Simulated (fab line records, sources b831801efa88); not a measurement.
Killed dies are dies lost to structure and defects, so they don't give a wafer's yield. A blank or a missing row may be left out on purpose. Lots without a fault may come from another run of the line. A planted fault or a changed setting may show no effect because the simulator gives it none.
One fault seen from 2 desks | flow sfq_line | each desk has only its own numbers; what lay behind them comes last

THE TOOL OWNER'S DESK: cmp-02
The tool's own readings at SFQ_TRILAYER_I7_CMP_CMP_184 (polishes SiO2): means of the sampled wafers that have a number, for each lot that ran on this tool. A lot is out of limits, marked OUT, if its mean lies more than 4 standard deviations from the usual mean; the brackets give that distance.
Columns: A = motor_current_A at SFQ_TRILAYER_I7_CMP_CMP_184, usual 10.0 A; B = time_to_endpoint_s at SFQ_TRILAYER_I7_CMP_CMP_184, usual 212 s
lot  | first seen here | A    | B
L409 | day 70 03:00    | 9.9  | 216
L411 | day 77 04:59    | 10.5 | 216
L413 | day 77 17:29    | 10.1 | 217
L418 | day 78 14:27    | 10.7 | 214
L423 | day 79 02:57    | 10.1 | 207
L425 | day 79 09:27    | 9.6  | 211
L426 | day 79 11:27    | 10.3 | 194
This desk's finding: nothing out of limits on any of the 7 lots.

THE METROLOGY DESK
What the gauges read, lot by lot, whatever tool the lot ran on: means of the sampled wafers that have a number. A lot is out of limits, marked OUT, if its mean lies more than 4 standard deviations from the usual mean; the brackets give that distance.
Columns: A = M6_OVL at SFQ_M6_OVL_MEAS_940, usual -2 nm
lot  | first seen here | A
L405 | day 63 15:38    | -5
L407 | day 64 00:41    | -1
L408 | day 64 03:05    | -4
L409 | day 64 05:29    | -1
L410 | day 69 01:31    | -7
L411 | day 69 07:26    | -5
L412 | day 69 11:02    | 5
L413 | day 70 12:14    | 0
L414 | day 71 02:38    | 2
L415 | day 71 09:58    | -2
L417 | day 71 13:34    | -1
L418 | day 71 17:10    | -3
L423 | day 72 08:46    | -6
L425 | day 72 11:17    | -3
L426 | day 72 12:29    | -6
This desk's finding: nothing out of limits on any of the 15 lots.

PUT TOGETHER
The tool owner's desk saw nothing out of limits.
The metrology desk saw nothing out of limits.

WHAT THE SIMULATOR HAD PUT IN
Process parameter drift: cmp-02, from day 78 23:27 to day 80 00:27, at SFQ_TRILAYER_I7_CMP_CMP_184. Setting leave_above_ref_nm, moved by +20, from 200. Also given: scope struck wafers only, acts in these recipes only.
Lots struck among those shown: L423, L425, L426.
